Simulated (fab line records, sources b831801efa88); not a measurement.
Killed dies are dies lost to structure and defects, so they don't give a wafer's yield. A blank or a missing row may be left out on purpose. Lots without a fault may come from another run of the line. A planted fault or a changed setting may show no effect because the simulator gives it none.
Which tool did it? | flow gf180mcu | 12 lots, 36 wafers sampled, at 6 steps of a route of 602

WHAT THE GAUGES READ, wafer by wafer
GF_STI_THK_MEAS_04. Usual: STI_CVD_03_THK 207.0 nm, standard deviation 1.8.
lot  | measured    | on            | STI_CVD_03_THK (nm) | flag
L576 | day 1 18:50 | film_metro-01 | 204.2 203.8 206.6   |
L578 | day 2 06:26 | film_metro-04 | 207.1 208.1 206.8   |
L581 | day 2 21:53 | film_metro-04 | 204.0 206.0 207.1   |
L583 | day 3 07:32 | film_metro-01 | 208.5 208.4 208.5   |
L585 | day 3 15:55 | film_metro-04 | 208.6 209.5 209.0   |
L586 | day 3 21:34 | film_metro-03 | 207.5 206.5 209.9   |
L587 | day 4 04:35 | film_metro-01 | 209.5 208.6 210.3   |
L589 | day 4 12:31 | film_metro-01 | 205.9 207.5 208.3   |
L593 | day 5 07:42 | film_metro-01 | 231.0 231.6 228.7   | OFF
L594 | day 5 14:54 | film_metro-04 | 207.1 207.0 207.3   |
L597 | day 6 05:17 | film_metro-04 | 225.9 220.8 215.9   | OFF
L598 | day 6 08:34 | film_metro-04 | 206.2 205.5 208.0   |

GF_SAB_OVL_MEAS_10. Usual: SAB_OVL -0.7 nm, standard deviation 1.4.
lot  | measured     | on         | SAB_OVL (nm)   | flag
L576 | day 14 17:49 | overlay-01 | -0.2 0.1 0.3   |
L578 | day 15 19:12 | overlay-01 | 1.7 1.2 1.4    |
L581 | day 16 20:04 | overlay-02 | -1.0 -1.7 -1.6 |
L583 | day 17 17:17 | overlay-02 | 0.7 0.6 0.2    |
L585 | day 17 23:13 | overlay-02 | -2.9 -1.5 -2.5 |
L586 | day 18 05:58 | overlay-02 | -2.9 -2.1 -2.7 |
L587 | day 18 18:50 | overlay-01 | 0.1 0.5 0.0    |
L589 | day 19 15:49 | overlay-02 | -2.8 -3.5 -2.6 |
L593 | day 20 23:43 | overlay-02 | 0.4 -0.6 -0.1  |
L594 | day 21 11:20 | overlay-02 | 1.1 0.6 0.0    |
L597 | day 22 06:11 | overlay-02 | 0.4 -1.4 -0.5  |
L598 | day 22 20:07 | overlay-01 | -0.9 -0.6 -1.0 |

GF_V3_BOW_MEAS_05. Usual: V3_BOW 116 um, standard deviation 9.9.
lot  | measured     | on            | V3_BOW (um) | flag
L576 | day 20 22:23 | film_metro-04 | 90 101 103  |
L578 | day 22 04:08 | film_metro-01 | 121 121 133 |
L581 | day 23 05:11 | film_metro-04 | 123 108 112 |
L583 | day 24 02:31 | film_metro-04 | 113 122 128 |
L585 | day 24 06:45 | film_metro-01 | 124 102 116 |
L586 | day 24 13:41 | film_metro-01 | 117 111 105 |
L587 | day 25 01:23 | film_metro-01 | 110 91 104  |
L589 | day 25 20:30 | film_metro-01 | 118 117 116 |
L593 | day 27 03:43 | film_metro-01 | 113 112 120 |
L594 | day 27 10:43 | film_metro-04 | 110 116 119 |
L597 | day 28 07:12 | film_metro-01 | 130 107 137 |
L598 | day 28 16:07 | film_metro-03 | 113 122 120 |

WHICH TOOL RAN EACH LOT (tool, then ch and the chambers of the sampled wafers, then the start)
lot  | GF_STI_CVD_03              | GF_STI_ETCH_13                    | GF_M3_SPUTTER_00
L576 | lpcvd-02 ch 0, day 1 16:51 | rie_diel-01 ch 0,2,3, day 2 06:45 | pvd_sputter-01, day 19 20:47
L578 | lpcvd-02 ch 0, day 2 04:26 | rie_diel-02 ch 0,1,2, day 2 18:28 | pvd_sputter-04, day 21 01:59
L581 | lpcvd-01 ch 0, day 2 19:53 | rie_diel-01 ch 0,2, day 3 09:40   | pvd_sputter-01, day 22 03:14
L583 | lpcvd-01 ch 0, day 3 05:33 | rie_diel-04 ch 0,1,2, day 3 20:13 | pvd_sputter-03, day 23 02:15
L585 | lpcvd-01 ch 1, day 3 13:55 | rie_diel-04 ch 0,1,3, day 4 05:04 | pvd_sputter-04, day 23 06:26
L586 | lpcvd-02 ch 0, day 3 18:34 | rie_diel-01 ch 0,1, day 4 11:09   | pvd_sputter-03, day 23 13:48
L587 | lpcvd-02 ch 0, day 4 02:36 | rie_diel-01 ch 0,3, day 4 18:24   | pvd_sputter-01, day 24 00:55
L589 | lpcvd-02 ch 1, day 4 10:31 | rie_diel-02 ch 2,3, day 5 01:55   | pvd_sputter-01, day 24 21:06
L593 | lpcvd-02 ch 1, day 5 05:42 | rie_diel-04 ch 0,1,2, day 5 23:07 | pvd_sputter-01, day 26 05:08
L594 | lpcvd-01 ch 0, day 5 11:55 | rie_diel-01 ch 0,2,3, day 6 05:22 | pvd_sputter-04, day 26 12:43
L597 | lpcvd-02 ch 1, day 6 02:18 | rie_diel-01 ch 0,1,3, day 6 21:10 | pvd_sputter-03, day 27 08:33
L598 | lpcvd-01 ch 1, day 6 06:34 | rie_diel-04 ch 1,2, day 7 00:04   | pvd_sputter-01, day 27 19:43
- GF_STI_CVD_03: deposits Si3N4 from DCS/NH3, target thk 207.16 nm, time 3551 s.
- GF_STI_ETCH_13: etches the open film in CHF3/O2, stops on Si, target depth 282.31 nm, time 112.9 s.
- GF_M3_SPUTTER_00: material Ti, target thk 37.5 nm, time 150 s.

WHAT THE TOOLS THEMSELVES READ (means of the sampled wafers that have a number; where no wafer has one, the mark that the record gives instead)
GF_STI_CVD_03. Usual: spike_tc_bottom_C 789.7 C, standard deviation 2.4; spike_tc_centre_C 770.2 C, standard deviation 1.4; spike_tc_lower_C 770.1 C, standard deviation 1.5; zone_power_centre_pct 13.22 %, standard deviation 0.28; zone_power_lower_pct 13.7 %, standard deviation 0.59; zone_power_top_pct 24.1 %, standard deviation 1.9; zone_power_upper_pct 13.2 %, standard deviation 0.46.
lot  | tool     | spike_tc_bottom_C (C) | spike_tc_centre_C (C) | spike_tc_lower_C (C) | zone_power_centre_pct (%) | zone_power_lower_pct (%) | zone_power_top_pct (%) | zone_power_upper_pct (%) | flag
L576 | lpcvd-02 | 792.9                 | 771.4                 | 770.8                | 12.85                     | 13.0                     | 26.6                   | 13.2                     |
L578 | lpcvd-02 | 792.6                 | 771.0                 | 770.2                | 12.98                     | 12.8                     | 26.6                   | 13.2                     |
L581 | lpcvd-01 | 787.0                 | 770.7                 | 770.7                | 13.19                     | 14.1                     | 24.5                   | 12.8                     |
L583 | lpcvd-01 | 787.0                 | 771.0                 | 770.0                | 13.14                     | 14.1                     | 24.6                   | 12.7                     |
L585 | lpcvd-01 | 790.8                 | 769.3                 | 769.1                | 13.53                     | 13.8                     | 22.1                   | 12.9                     |
L586 | lpcvd-02 | 792.1                 | 770.6                 | 770.1                | 13.14                     | 12.8                     | 26.6                   | 13.0                     |
L587 | lpcvd-02 | 792.9                 | 770.7                 | 771.2                | 12.91                     | 12.8                     | 26.5                   | 13.3                     |
L589 | lpcvd-02 | 788.1                 | 769.1                 | 769.6                | 13.26                     | 14.2                     | 22.4                   | 13.8                     |
L593 | lpcvd-02 | 788.7                 | 782.4                 | 768.0                | 16.68                     | 12.2                     | 22.8                   | 12.0                     | OFF
L594 | lpcvd-01 | 786.1                 | 771.4                 | 771.2                | 13.15                     | 14.1                     | 24.4                   | 12.7                     |
L597 | lpcvd-02 | 788.9                 | 783.4                 | 769.1                | 16.86                     | 12.1                     | 22.7                   | 11.9                     | OFF
L598 | lpcvd-01 | 791.1                 | 770.0                 | 768.8                | 13.53                     | 13.8                     | 22.0                   | 12.9                     |

GF_STI_ETCH_13. Usual: drypump_motor_current_A 5.5 A, standard deviation 0.48; oes_product_au 0.832 a.u., standard deviation 0.0057; throttle_valve_pct 8.809 %, standard deviation 0.0094.
lot  | tool        | drypump_motor_current_A (A) | oes_product_au (a.u.) | throttle_valve_pct (%) | flag
L576 | rie_diel-01 | 5.6                         | 0.829                 | 8.808                  |
L578 | rie_diel-02 | 5.7                         | 0.833                 | 8.810                  |
L581 | rie_diel-01 | 5.6                         | 0.829                 | 8.802                  |
L583 | rie_diel-04 | 5.5                         | 0.834                 | 8.815                  |
L585 | rie_diel-04 | 5.6                         | 0.835                 | 8.814                  |
L586 | rie_diel-01 | 5.3                         | 0.836                 | 8.811                  |
L587 | rie_diel-01 | 5.2                         | 0.840                 | 8.817                  |
L589 | rie_diel-02 | 5.5                         | 0.828                 | 8.812                  |
L593 | rie_diel-04 | 5.6                         | 0.886                 | 8.813                  | OFF
L594 | rie_diel-01 | 5.6                         | 0.826                 | 8.806                  |
L597 | rie_diel-01 | 5.2                         | 0.861                 | 8.810                  | OFF
L598 | rie_diel-04 | 5.2                         | 0.833                 | 8.815                  |

GF_M3_SPUTTER_00. Usual: throttle_valve_pct 30.5 %, standard deviation 0.72.
lot  | tool           | throttle_valve_pct (%) | flag
L576 | pvd_sputter-01 | 30.4                   |
L578 | pvd_sputter-04 | 30.4                   |
L581 | pvd_sputter-01 | 30.3                   |
L583 | pvd_sputter-03 | 30.8                   |
L585 | pvd_sputter-04 | 30.5                   |
L586 | pvd_sputter-03 | 31.3                   |
L587 | pvd_sputter-01 | 30.3                   |
L589 | pvd_sputter-01 | 31.1                   |
L593 | pvd_sputter-01 | 31.0                   |
L594 | pvd_sputter-04 | 29.2                   |
L597 | pvd_sputter-03 | 30.6                   |
L598 | pvd_sputter-01 | 31.0                   |

THE ANSWER, worked out from the rows above alone
Rule: a lot is off if the mean of its wafers that have a number lies more than 3 standard deviations from the usual mean. A lot without any number at a reading at which 4 lots or more have one is off too. The other lots that the step has rows for count as sound. The gauges are gone through in route order, then the tools' own readings, and for those a lot's mean is taken as printed above. The first step at which some lot is off is used, and at that step the reading that is off furthest; a lot without a number counts as furthest.
Off: L593, L597, at GF_STI_THK_MEAS_04 (STI_CVD_03_THK).
A tool fits if, at a process step before that reading, it ran every lot that is off, and no sound lot after the first of them. The gauges at GF_STI_THK_MEAS_04 aren't tried: what is off there is off at GF_STI_CVD_03 too, on other tools, and a gauge's error can't cause that. One fits: lpcvd-02 at GF_STI_CVD_03. Its last sound lot is L589 (day 4 10:31), its first lot that is off L593 (day 5 05:42): a fault that began between those two fits.
The tool's own readings at GF_STI_CVD_03 bear it out: on the lots that are off they differ by more than 5 times the standard deviation of the sound lots' means. spike_tc_centre_C reads 782.9 C there against 770.5 C on the sound lots; zone_power_centre_pct reads 16.77 % there against 13.17 % on the sound lots.

WHAT THE SIMULATOR HAD PUT IN
Process parameter drift: lpcvd-02, from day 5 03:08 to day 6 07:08, at GF_STI_CVD_03. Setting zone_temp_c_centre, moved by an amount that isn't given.
Lots struck among those shown: L593, L597. The rule above found the same.
